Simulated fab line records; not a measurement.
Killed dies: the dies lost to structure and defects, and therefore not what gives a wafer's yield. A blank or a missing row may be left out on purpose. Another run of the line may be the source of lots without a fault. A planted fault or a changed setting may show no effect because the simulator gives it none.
2 desks looking at one fault	flow sky130	numbers are kept per desk, each desk with only its own; the story behind them comes last

== DESK OF THE TOOL OWNER: pvd sputter-02 ==
At SKY_CAPM_SPUTTER_02 (material TiN, target thk 200 nm, time 166.7 s) the tool's own readings: per lot run on this tool, the mean of the sampled wafers that have a number. The brackets show how far a lot's mean lies from the usual mean; more than 4 standard deviations puts the lot out of limits, marked OUT.
Columns: A = throttle valve pct at SKY_CAPM_SPUTTER_02, usual 30.3 %
lot	first seen here	A
L539	day 39 01:34	30.1
L540	day 39 04:33	30.1
L546	day 40 23:44	30.3
This desk found nothing out of limits on any of the 3 lots.

== FROM THE METROLOGY DESK ==
What the gauges read, lot by lot, whatever tool the lot ran on: means of the sampled wafers that have a number. The brackets show how far a lot's mean lies from the usual mean; more than 4 standard deviations puts the lot out of limits, marked OUT.
Columns: A = CAPM_TIN_RS at SKY_CAPM_RS_MEAS_03, usual 6.87 ohm/sq; B = CAPM_TIN_THK at SKY_CAPM_THK_MEAS_04, usual 201.2 nm
lot	first seen here	A	B
L532	day 36 20:33	6.79	204.2
L533	day 37 00:35	6.88	200.2
L539	day 39 01:44	6.83	202.5
L540	day 39 04:40	6.79	203.5
L545	day 40 15:00	6.76	204.5
L546	day 40 23:53	7.00	197.5
L549	day 41 19:39	6.91	199.3
L552	day 42 16:31	6.84	202.5
L553	day 43 01:27	6.90	201.1
L554	day 43 16:30	6.92	199.0
This desk found nothing out of limits on any of the 10 lots.

== PUT TOGETHER ==
The desk of the tool owner found nothing out of limits.
From the metrology desk's view, nothing was out of limits.

== WHAT THE SIMULATOR HAD PUT IN ==
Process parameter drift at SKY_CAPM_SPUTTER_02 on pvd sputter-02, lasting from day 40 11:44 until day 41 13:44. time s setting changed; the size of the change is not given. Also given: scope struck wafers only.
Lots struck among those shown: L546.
